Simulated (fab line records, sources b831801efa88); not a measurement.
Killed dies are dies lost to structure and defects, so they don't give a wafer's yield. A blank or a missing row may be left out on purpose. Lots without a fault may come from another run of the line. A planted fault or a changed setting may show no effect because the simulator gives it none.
A struck lot beside a sound one | flow sky130 | 18 steps out of a route of 708
Sound: wafers L975.1, L975.3, L975.5. Struck: wafer L991.1. (L991.3, L991.6 of the same lot were not struck and are left out.) The cause comes at the end.
At each step with rows: each side's tool, then ch and its chambers, then its first start. Under that, the readings that differ: sound wafers | struck wafers | difference of the means | sigmas: that difference in standard deviations of wafers without a fault.
alike: readings whose means differ by less than 2 such deviations, and words and numbers that are the same on both sides. not compared: withheld readings, readings that some wafer has no value for, bounds like >300 that may hide the same value, and numbers for which the record gives no deviation and whose values overlap.
The two part at a step that has a row with sigmas, a row that says differs or no value, or rows on one side only. Numbers that don't overlap but have no deviation are shown without sigmas and don't part them. A reading that every wafer of one side lacks parts them only if that side has two wafers or more.

first, 3 steps without rows for these wafers: SKY_VIA3_EXPOSE_09 (exposes mask VIM3, target cd 200 nm); SKY_VIA3_PEB_10; SKY_VIA3_DEVELOP_11 (develop time 60 s).
SKY_VIA3_CD_MEAS_12: target cd 200 nm.
  sound on cd_sem-01, day 41 14:32; struck on cd_sem-01, day 45 19:04
  alike: cd_nm
SKY_VIA3_OVL_MEAS_13:
  sound on overlay-02, day 41 14:39; struck on overlay-01, day 45 19:11
  alike: VIA3_OVL
SKY_VIA3_ETCH_14: etches BARC in N2/H2, stops on SiO2, time 45.9 s, target depth 60 nm.
  sound on rie_diel-01 ch 0,3, day 41 14:41; struck on rie_diel-02 ch 3, day 45 19:13
  reading                | sound                | struck | difference | sigmas
  rf_fwd_power_W (W)     | 494.9 491.5 493.2    | 498.2  | +5.0       | +3
  throttle_valve_pct (%) | 13.224 13.220 13.231 | 13.243 | +0.018     | +2
  alike: drypump_motor_current_A, oes_product_au
  not compared: rf_hours_counter_h
SKY_VIA3_ETCH_15: etches SiO2 in C4F8/O2/Ar, stops on TiN, target depth 507 nm, time 78 s.
  sound on rie_diel-01 ch 0,3, day 41 14:43; struck on rie_diel-02 ch 3, day 45 19:16
  alike: oes_product_au, rf_fwd_power_W
  not compared: rf_hours_counter_h
SKY_VIA3_STRIP_16: strips in O2/N2.
  sound on plasma_asher-01 ch 0, day 41 14:47; struck on plasma_asher-01 ch 1, day 45 19:19
  alike: drypump_motor_current_A, oes_product_au, strip_time_to_endpoint_s
  not compared: rf_hours_counter_h
then, 3 steps without rows for these wafers: SKY_VIA3_STRIP_17 (strips in post etch residue remover, time 1200 s); SKY_VIA3_CLEAN_18 (cleans in IPA, time 180 s); SKY_VIA3_CLEAN_19 (cleans in O3/DIW).
SKY_VIA3_SPUTTER_20: material TiN, target thk 20 nm, time 80 s.
  sound on pvd_sputter-04, day 41 15:25; struck on pvd_sputter-01, day 45 19:56
  alike: throttle_valve_pct
SKY_VIA3_CVD_21: deposits W, target thk 390 nm, time 117.31 s.
  sound on cvd_w-02 ch 0, day 41 15:29; struck on cvd_w-02 ch 0, day 45 20:01
  reading                            | sound             | struck | difference | sigmas
  model.W_of_VIA3_CVD_21.thk_nm (nm) | 392.9 393.1 394.1 | 275.6  | -117.8     |
  alike: heater_power_w
SKY_VIA3_RS_MEAS_22: measures by four-point-probe.
  sound on film_metro-02, day 41 15:36; struck on film_metro-04, day 45 20:25
  reading            | sound             | struck | difference | sigmas
  VIA3_W_RS (ohm/sq) | 0.291 0.291 0.291 | 0.418  | +0.127     | +30
  not compared: hold
SKY_VIA3_THK_MEAS_23: measures by xrf.
  sound on film_metro-02, day 41 15:43; struck on film_metro-04, day 45 21:40
  reading         | sound       | struck | difference | sigmas
  VIA3_W_THK (nm) | 400 401 400 | 277    | -123       | -16
  not compared: hold
SKY_VIA3_CMP_24: polishes, stops on SiO2, t overpolish 20 s, target thk 0 nm.
  sound on cmp-02 ch 1,2,3, day 41 15:53; struck on cmp-01 ch 2, day 46 04:18
  reading                | sound    | struck                   | difference                   | sigmas
  hold                   | - - -    | await_dispo/3.8h/release | no value on the sound wafers |
  time_to_endpoint_s (s) | 89 92 92 | 67                       | -24                          | -8
  alike: motor_current_A
SKY_METAL4_SPUTTER_00: material Ti, target thk 15 nm, time 10 s.
  sound on pvd_sputter-01, day 41 16:05; struck on pvd_sputter-03, day 46 04:36
  alike: throttle_valve_pct
SKY_PAD_OPEN_PROBE_99:
  the record has rows for the sound wafers here (prober-02, day 47 11:09) and none for the struck ones

WHERE THEY PART
First at SKY_VIA3_ETCH_14; last, within this record, at SKY_PAD_OPEN_PROBE_99.

WHY: what the simulator had put in
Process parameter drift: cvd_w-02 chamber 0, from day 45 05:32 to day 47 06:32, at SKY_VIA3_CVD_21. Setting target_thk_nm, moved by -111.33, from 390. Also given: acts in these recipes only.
